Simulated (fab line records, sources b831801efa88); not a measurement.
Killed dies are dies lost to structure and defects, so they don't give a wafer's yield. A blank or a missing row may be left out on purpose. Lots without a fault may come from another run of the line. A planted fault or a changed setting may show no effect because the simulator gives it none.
Chamber matching | flow sky130 | SKY_VIA1_ETCH_15 on rie_diel-02: 4 sister chambers
The step etches SiO2 in C4F8/O2/Ar, stops on TiN, target depth 351 nm, time 54 s. 4 wafers are shown with their chamber, then 8 later ones without.

WAFERS WITH THEIR CHAMBER
wafer  | chamber | oes_product_au (a.u.)
L085.1 | 1       | 0.986
L085.2 | 0       | 0.968
L085.3 | 2       | 0.983
L085.4 | 3       | 0.978

WAFERS WITHOUT THEIR CHAMBER
wafer  | oes_product_au (a.u.)
L085.5 | 0.979
L085.6 | 0.982
L091.1 | 0.989
L091.2 | 0.979
L091.3 | 0.967
L091.4 | 0.978
L091.5 | 0.974
L091.6 | 0.980

WHICH CHAMBER EACH WENT THROUGH
wafer  | from the rows above          | in truth
L085.5 | can't be placed: 3 or 2      | 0
L085.6 | can't be placed: 2 or 1 or 3 | 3
L091.1 | can't be placed: 1 or 2      | 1
L091.2 | can't be placed: 3 or 2      | 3
L091.3 | 0                            | 0
L091.4 | 3                            | 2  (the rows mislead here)
L091.5 | can't be placed: 3 or 0      | 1
L091.6 | can't be placed: 3 or 2 or 1 | 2
Placed correctly: 1 of 8. Can't be placed from these rows: 6 (the true chamber is among the candidates in 4). Placed wrongly: 1.
How it was worked out, from the rows above alone: a wafer's distance from a chamber is the root of the sum, over the readings, of the square of ((its reading less the chamber's mean) divided by the reading's scatter). The wafer belongs to the nearest chamber; if the next one is less than 2 further off, it can't be placed. A chamber's mean is the mean of its shown wafers. The scatter: with one shown wafer a chamber, the root of the mean of the squares of how far each hidden wafer lies from its nearest shown one.
